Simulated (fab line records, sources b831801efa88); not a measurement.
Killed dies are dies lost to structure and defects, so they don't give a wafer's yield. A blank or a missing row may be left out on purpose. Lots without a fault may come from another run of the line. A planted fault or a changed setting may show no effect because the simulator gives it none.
Problem report in the 8D (eight disciplines) form, filled by code | flow sky130 | the parts of the form that need people (team, actions taken, sign-off) are left out

1. THE PROBLEM
strip_time_to_endpoint_s at SKY_METAL3_STRIP_19 reads a mean of 7.36 s on 3 wafers of 2 lots; wafers without a fault read 6.50 s with a standard deviation of 0.12. That is +7.2 standard deviations from the usual mean.
The step: strips in O2/N2.
First seen on wafer L901.1, day 42 06:27, on plasma_asher-04. The record holds 33 wafers of 11 lots with a number at this step. Rule for "out", or "out of limits": more than 4 standard deviations from the usual mean. The other wafers with a number count as sound.

2. WHAT IT IS AND WHAT IT IS NOT
question                    | is                                       | is not
which readings at this step | strip_time_to_endpoint_s, oes_product_au | drypump_motor_current_A
which lots                  | L901, L902                               | L890, L891, L893, L894, L895, L904, L905, L907, L912
which wafers of those lots  | L901.1, L901.6, L902.2                   | L901.5, L902.4, L902.5
read on which tools         | plasma_asher-03, plasma_asher-04         | plasma_asher-02
when                        | from day 42 06:27                        | up to then (16 sound wafers); but 14 sound wafers of L902, L904, L905, L907, L912 came after

3. SUSPECTS, AND WHAT RULES EACH OUT
Counting: a tool at a process step up to the reading stays a suspect if it ran every lot that is out. Sound lots after the first of them don't rule it out here, since some wafers of a struck lot are sound.
- rie_metal-02 at SKY_METAL3_DESCUM_15 (chemistry O2, time 8 s): kept. It ran every lot that is out, first L901 (day 42 06:07); its last sound lot up to then is L893 (day 39 15:44).
- rie_metal-04 at SKY_METAL3_METAL_ETCH_18 (etches the open film in Cl2/BCl3, stops on SiO2, target depth 845 nm, time 183.1 s): kept. It ran every lot that is out, first L901 (day 42 06:16).
- Within rie_metal-04 at SKY_METAL3_METAL_ETCH_18: the wafers that are out ran in chamber 0; their sound lot-mates ran in chamber 1.
Left after counting: rie_metal-02 at SKY_METAL3_DESCUM_15, rie_metal-04 at SKY_METAL3_METAL_ETCH_18.

4. THE CAUSE (what the simulator had put in)
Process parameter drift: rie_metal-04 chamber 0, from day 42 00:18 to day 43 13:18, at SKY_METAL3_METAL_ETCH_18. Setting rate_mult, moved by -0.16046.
Counting left 2 suspects, and this tool is among them.

5. THE CHAIN OF EFFECTS, in route order
Each row: a reading whose mean over the struck wafers that have a number lies more than 3 standard deviations from the usual. Only readings for which the record gives a usual standard deviation are gone through. hours: the time from each lot's start at the first step in this table that gives one to its start at this step, as a median over the lots. sigmas: the change in usual standard deviations.
hours | step                | reading                  | usual      | on struck wafers | change | sigmas
0     | SKY_METAL3_STRIP_19 | oes_product_au           | 0.500 a.u. | 0.533            | +0.033 | +4.9
0     | SKY_METAL3_STRIP_19 | strip_time_to_endpoint_s | 6.50 s     | 7.36             | +0.86  | +7.2
The process steps in it:
- SKY_METAL3_STRIP_19: strips in O2/N2.

6. WHAT WOULD HAVE CAUGHT IT SOONER
In this record the first reading out of limits was taken at day 42 06:27, 6 hours after the fault began at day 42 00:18.
Of the tool readings at SKY_METAL3_METAL_ETCH_18 for which the record gives a usual standard deviation, none was out on any struck wafer, so an alarm limit of 4 standard deviations on them would not have fired.
Of the lots that are out (2), L902 began SKY_METAL3_METAL_ETCH_18 on rie_metal-04 after day 42 06:27. A hold on the tool at that time would have spared it.
